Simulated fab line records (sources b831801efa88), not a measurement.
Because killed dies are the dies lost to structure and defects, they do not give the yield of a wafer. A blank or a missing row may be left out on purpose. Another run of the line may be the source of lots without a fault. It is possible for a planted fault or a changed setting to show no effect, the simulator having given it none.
The tool behind it: which one? / flow gf180mcu / 33 wafers sampled from 11 lots at 1 step of a route of 602

WHAT THE GAUGES READ, wafer by wafer
GF_M4_THK_MEAS_06: measures by xrf.
lot=L387; measured=day 22 16:46; on=film-metro-04; M4_ALCU_THK (nm)=463 456 460
lot=L386; measured=day 22 21:48; on=film-metro-04; M4_ALCU_THK (nm)=456 462 467
lot=L392; measured=day 24 10:35; on=film-metro-04; M4_ALCU_THK (nm)=456 452 455
lot=L393; measured=day 24 20:45; on=film-metro-04; M4_ALCU_THK (nm)=450 454 461
lot=L398; measured=day 26 04:31; on=film-metro-04; M4_ALCU_THK (nm)=455 446 448
lot=L400; measured=day 27 07:26; on=film-metro-01; M4_ALCU_THK (nm)=454 459 457
lot=L402; measured=day 27 18:41; on=film-metro-03; M4_ALCU_THK (nm)=442 447 446
lot=L404; measured=day 29 03:30; on=film-metro-01; M4_ALCU_THK (nm)=456 461 455
lot=L405; measured=day 29 03:56; on=film-metro-04; M4_ALCU_THK (nm)=465 453 459
lot=L407; measured=day 29 12:43; on=film-metro-04; M4_ALCU_THK (nm)=443 446 444
lot=L409; measured=day 30 06:08; on=film-metro-04; M4_ALCU_THK (nm)=453 459 451

TOOL THAT RAN EACH LOT (tool first, then ch and the chambers of the sampled wafers, then the start)
No process step before these readings appears in the record.

THE ANSWER, worked out from the rows above alone
Rule: what is usual is taken from the lots themselves. Put in order of their means at a reading, lots are off if they are a third of the lots or fewer, leave a main group of 4 or more, and stand apart from it by a gap of 3 or more times the standard deviation of the main group's means; of several such gaps the widest counts. A main group is skipped when, at the precision printed for the reading in the tables above, its means are all equal. A lot without any number at a reading at which 4 lots or more have one is off too. Any other lot the step has rows for is counted as sound.
Nothing can be told from this: no lot is off at any reading shown.

WHAT HAD BEEN PUT IN BY THE SIMULATOR
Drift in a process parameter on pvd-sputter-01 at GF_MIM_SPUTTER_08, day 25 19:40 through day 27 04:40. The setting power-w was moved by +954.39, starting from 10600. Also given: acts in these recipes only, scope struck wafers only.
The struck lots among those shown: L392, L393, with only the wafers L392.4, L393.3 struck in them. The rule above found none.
